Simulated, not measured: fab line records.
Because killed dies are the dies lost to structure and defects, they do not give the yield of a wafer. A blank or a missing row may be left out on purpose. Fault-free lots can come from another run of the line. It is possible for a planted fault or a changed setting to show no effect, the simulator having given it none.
Struck lot and sound lot, side by side    flow sky130    19 steps out of a route of 708
Sound: wafers L314.1, L314.3, L314.6. Wafers struck: L320.4, L320.5, L320.6. The cause comes at the end.
At each step with rows: each side's tool, then ch and its chambers, then its first start. Under that, the readings that differ: sound wafers    struck wafers    difference of the means    sigmas: that difference in standard deviations of wafers without a fault.
alike: same words and numbers on both sides, and readings whose means sit less than 2 such deviations apart. not compared: any withheld reading, any reading some wafer has no value for, any bound like >300 that may hide the same value, and any number with overlapping values for which the record gives no deviation.
Wherever a step has rows on one side only, a row that says differs or no value, or a row with sigmas, the two part there. Numbers that don't overlap but have no deviation are shown without sigmas and don't part them. A reading missing from all wafers of one side parts the sides only when that side holds two or more wafers.

first, 3 steps without rows for these wafers: SKY_POLY_CUT_EXPOSE_05 (exposes mask NPCM, target cd 270 nm); SKY_POLY_CUT_PEB_06; SKY_POLY_CUT_DEVELOP_07 (develop time 60 s).
SKY_POLY_CUT_CD_MEAS_08: the cd target is 270 nm.
  sound on cdSem-02 at day 24 17:09; struck on cdSem-02 at day 26 22:51
reading    sound              struck             difference  sigmas
cdNm (nm)  268.0 267.0 269.4  271.9 270.2 271.4  +3.0        +2
SKY_POLY_CUT_OVL_MEAS_09:
  sound on overlay-02 at day 24 17:16; struck on overlay-01 at day 26 22:56
  alike: POLY_CUT_OVL
SKY_POLY_CUT_ETCH_10: etches BARC in N2/H2, stops on SiO2, time 45.9 s, target depth 60 nm.
  sound on rieDiel-02 ch 1,2,3, day 24 17:19; struck on rieDiel-04 ch 0,2,3, day 26 22:56
  alike: drypumpMotorCurrentA, oesProductAu, throttleValvePct
  not compared: rfHoursCounterH
SKY_POLY_CUT_ETCH_11: etches Si3N4 in CF4/CH2F2/Ar, stops on poly-Si, time 42.5 s, target depth 60 nm.
  sound on rieDiel-02 ch 1,2,3, day 24 17:21; struck on rieDiel-04 ch 0,2,3, day 26 22:59
  alike: cf4FlowSccm, drypumpMotorCurrentA, oesProductAu, throttleValvePct
  not compared: rfHoursCounterH
SKY_POLY_CUT_STRIP_12: strips in O2/N2.
  sound on plasmaAsher-01 ch 0,1, day 24 17:23; struck on plasmaAsher-04 ch 0,1, day 26 23:04
  alike: drypumpMotorCurrentA, o2FlowSccm, oesProductAu, stripTimeToEndpointS
  not compared: rfHoursCounterH
then, 4 steps without rows for these wafers: SKY_SD_P_DEHYDRATE_00 (time 60 s); SKY_SD_P_HMDS_01 (prime time 60 s); SKY_SD_P_COAT_02 (resist thk 1140 nm); SKY_SD_P_SOFTBAKE_03 (time 60 s).
SKY_SD_P_EXPOSE_04: exposes mask PSDM, target cd 380 nm.
  sound on ilineStepper-01 ch 0, day 25 09:16; struck on ilineStepper-01 ch 0, day 27 14:25
reading                     sound                    struck             difference  sigmas
model.SD_P.overlayXNm (nm)  -0.7542 -0.7542 -0.7542  68.64 68.64 68.64  +69.39      
  alike: mask
then, 2 steps without rows for these wafers: SKY_SD_P_PEB_05; SKY_SD_P_DEVELOP_06 (develop time 60 s).
SKY_SD_P_CD_MEAS_07: the cd target is 380 nm.
  sound on cdSem-01 at day 25 23:35; struck on cdSem-02 at day 28 03:14
  alike: cdNm
SKY_SD_P_OVL_MEAS_08:
  sound on overlay-02 at day 25 23:42; struck on overlay-02 at day 28 03:19
reading        sound          struck          difference  sigmas
SD_P_OVL (nm)  0.3 -2.8 -0.6  68.2 67.7 67.8  +68.9       +53
next, for these wafers, 1 step has no rows: SKY_SD_P_IMPLANT_09.
-- the record jumps here: 20 days lie between the struck wafers' starts before and after (it left off in module SD_P and takes up again in module PAD_OPEN, whose first step shown is number 708 of the route) --
SKY_PAD_OPEN_PROBE_99:
  sound on prober-01 at day 46 04:27; struck on prober-01 at day 47 17:51
  alike: killed_at_M0_to_M3, killed_at_M4_up, killedAtContacts, killedAtFrontEnd, killedAtOther, killedDies, killedOpen, killedShort

WHERE THEY PART
First at SKY_POLY_CUT_CD_MEAS_08; last, within this record, at SKY_SD_P_OVL_MEAS_08. Later steps at which nothing parts them and some readings are alike: SKY_PAD_OPEN_PROBE_99.

WHY: whatever the simulator had introduced
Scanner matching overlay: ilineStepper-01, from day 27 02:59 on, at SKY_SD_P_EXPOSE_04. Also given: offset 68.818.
